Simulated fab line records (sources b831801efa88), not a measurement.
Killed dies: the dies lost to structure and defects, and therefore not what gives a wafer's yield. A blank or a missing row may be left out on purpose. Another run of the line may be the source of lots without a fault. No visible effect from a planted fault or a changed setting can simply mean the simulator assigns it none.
A lot that was struck, set against a sound lot -- flow sky130 -- 15 out of 708 route steps
Sound: wafers L527.1, L527.3, L527.5. Struck: wafer L546.3 (left out: L546.1, L546.2 of the same lot, which were not struck); the cause appears at the end.
Each step with rows lists, per side, the tool, then ch with its chambers, then its first start. Under that, the readings that differ: sound wafers -- struck wafers -- difference of the means -- sigmas: that difference in standard deviations of wafers without a fault.
alike: readings with means less than 2 such deviations apart, plus words and numbers identical on both sides. not compared: withheld readings, readings lacking a value on some wafer, bounds such as >300 that could conceal the same value, and numbers that have no deviation in the record and whose values overlap.
The two part at a step that has a row with sigmas, a row that says differs or no value, or rows on one side only. Numbers that don't overlap but have no deviation are shown without sigmas and don't part them. A reading missing from all wafers of one side parts the sides only when that side holds two or more wafers.

SKY_FIELD_ISO_ETCH_15: etches the open film in CHF3/O2, stops on Si, target depth 180 nm, time 72 s.
  sound on rieDiel-04 ch 0,2,3, day 3 01:22; struck on rieDiel-04 ch 3, day 7 06:14
  alike: drypumpMotorCurrentA, oesProductAu, throttleValvePct
  not compared: rfHoursCounterH
SKY_FIELD_ISO_STRIP_16: strips in O2/N2.
  sound on plasmaAsher-01 ch 0,1, day 3 01:26; struck on plasmaAsher-03 ch 0, day 7 06:18
reading,sound,struck,difference,sigmas
drypumpMotorCurrentA (A),5.8 5.8 5.5,5.0,-0.7,-2
oesProductAu (a.u.),0.391 0.379 0.378,0.371,-0.012,-2
  alike: stripTimeToEndpointS
  not compared: rfHoursCounterH
SKY_FIELD_ISO_ETCH_17: etches Si in HBr/Cl2/O2, target depth 342 nm, time 97.7 s.
  sound on rieSi-01 ch 0,1,2, day 3 01:32; struck on rieSi-01 ch 0, day 7 06:24
  alike: drypumpMotorCurrentA, oesProductAu, throttleValvePct
  not compared: rfHoursCounterH
then, 5 steps without rows for these wafers: SKY_FIELD_ISO_WET_ETCH_18 (etches Si3N4 in H3PO4, target depth 25 nm, time 286 s); SKY_FIELD_ISO_CLEAN_19 (cleans in SC1/SC2, time 150 s); SKY_FIELD_ISO_CLEAN_20 (cleans in dHF, time 20 s); SKY_FIELD_ISO_WET_ETCH_21 (etches SiO2 in dHF, target depth 20 nm, time 400 s); SKY_FIELD_ISO_OXIDATION_22 (stabilise 600 s, purge 300 s, target thk 10 nm).
SKY_FIELD_ISO_THK_MEAS_23:
  sound: filmMetro-03 at day 3 03:03; struck: filmMetro-04 at day 7 09:05
reading,sound,struck,difference,sigmas
FIELD_ISO_OXIDATION_01_THK (nm),9.93 9.88 10.02,10.48,+0.54,+3
then, 1 step without rows for these wafers: SKY_FIELD_ISO_CVD_24 (deposits SiO2, target thk 595 nm, time 99.2 s).
SKY_FIELD_ISO_THK_MEAS_25:
  sound: filmMetro-04 at day 3 03:11; struck: filmMetro-01 at day 7 09:13
  alike: FIELD_ISO_CVD_24_THK
then, 1 step without rows for these wafers: SKY_FIELD_ISO_ANNEAL_26 (time 1800 s).
SKY_FIELD_ISO_CMP_27: polishes, stops on Si3N4, t overpolish 16 s, target thk 457.8 nm.
  sound on cmp-02 ch 1,2,3, day 3 05:12; struck on cmp-01 ch 2, day 7 10:50
reading,sound,struck,difference,sigmas
timeToEndpointS (s),126 117 115,223,+104,+23
  alike: motorCurrentA, overpolishRunS
then, 1 step without rows for these wafers: SKY_FIELD_ISO_WET_ETCH_28 (etches SiO2 in dHF, target depth 23.7 nm, time 47 s).
-- here the record skips 44 days between the struck wafers' starts before and after, leaving off in module FIELD_ISO and picking up in module PAD_OPEN (first step shown: number 708 of the route) --
SKY_PAD_OPEN_PROBE_99:
  sound: prober-02 at day 47 03:32; struck: prober-02 at day 50 23:47
reading,sound,struck,difference,sigmas
killed_at_M0_to_M3,45 28 62,29,-16,-2
killedDies,94 90 95,72,-21,-2
  alike: killed_at_M4_up, killedAtContacts, killedAtFrontEnd, killedAtOther, killedOpen, killedShort

== WHERE THEY PART ==
Earliest at SKY_FIELD_ISO_STRIP_16; latest, in this record, at SKY_PAD_OPEN_PROBE_99.

WHY: what had been put in by the simulator
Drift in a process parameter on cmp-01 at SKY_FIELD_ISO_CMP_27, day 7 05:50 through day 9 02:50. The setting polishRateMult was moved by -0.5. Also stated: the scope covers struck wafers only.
